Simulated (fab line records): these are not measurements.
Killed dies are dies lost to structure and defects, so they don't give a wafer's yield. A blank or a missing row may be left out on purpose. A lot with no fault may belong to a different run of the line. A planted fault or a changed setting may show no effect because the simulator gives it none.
Which tool is to blame? | flow gf180mcu | 36 wafers from 12 lots sampled at 2 of the route's 602 steps

## WHAT EACH GAUGE READ, for each wafer
GF_M2_THK_MEAS_06: measures by xrf.
lot  | measured     | on            | M2_ALCU_THK (nm)
L075 | day 18 07:49 | film_metro-03 | 443 448 445
L077 | day 19 14:12 | film_metro-03 | 438 442 461
L080 | day 20 19:12 | film_metro-03 | 451 452 459
L082 | day 21 08:37 | film_metro-03 | 449 443 447
L083 | day 21 19:23 | film_metro-02 | 456 442 454
L085 | day 22 15:46 | film_metro-01 | 454 455 458
L087 | day 23 06:09 | film_metro-02 | 448 450 453
L089 | day 23 19:13 | film_metro-01 | 448 431 432
L091 | day 24 05:08 | film_metro-01 | 457 469 455
L093 | day 25 02:01 | film_metro-02 | 454 449 458
L095 | day 25 12:44 | film_metro-03 | 439 438 439
L097 | day 26 07:13 | film_metro-02 | 450 446 458

## EACH LOT AND THE TOOL THAT RAN IT (in order: tool; ch and the chambers of the sampled wafers; start)
lot  | GF_M2_SPUTTER_03
L075 | pvd_sputter-01, day 18 07:38
L077 | pvd_sputter-04, day 19 14:01
L080 | pvd_sputter-03, day 20 19:01
L082 | pvd_sputter-01, day 21 08:25
L083 | pvd_sputter-04, day 21 19:12
L085 | pvd_sputter-03, day 22 15:35
L087 | pvd_sputter-01, day 23 05:58
L089 | pvd_sputter-04, day 23 19:02
L091 | pvd_sputter-03, day 24 04:58
L093 | pvd_sputter-03, day 25 01:49
L095 | pvd_sputter-01, day 25 12:34
L097 | pvd_sputter-03, day 26 07:02
- GF_M2_SPUTTER_03: material Ti, target thk 10 nm, time 6.7 s.

## THE ANSWER, worked out from the rows above alone
Rule: the usual values come from the lots themselves. The widest of any qualifying gaps counts: lots, ordered by their means at a reading, are off when they make up no more than a third of the lots, leave a main group of 4 or more, and stand apart from it by 3 or more times the standard deviation of that group's means. A main group whose means are all the same, to the digits that the tables above print for the reading, isn't used. A lot without any number at a reading at which 4 lots or more have one is off too. The other lots that the step has rows for count as sound.
None of the lots is off at any reading shown; this tells nothing.

## WHAT THE SIMULATOR HAD PUT IN
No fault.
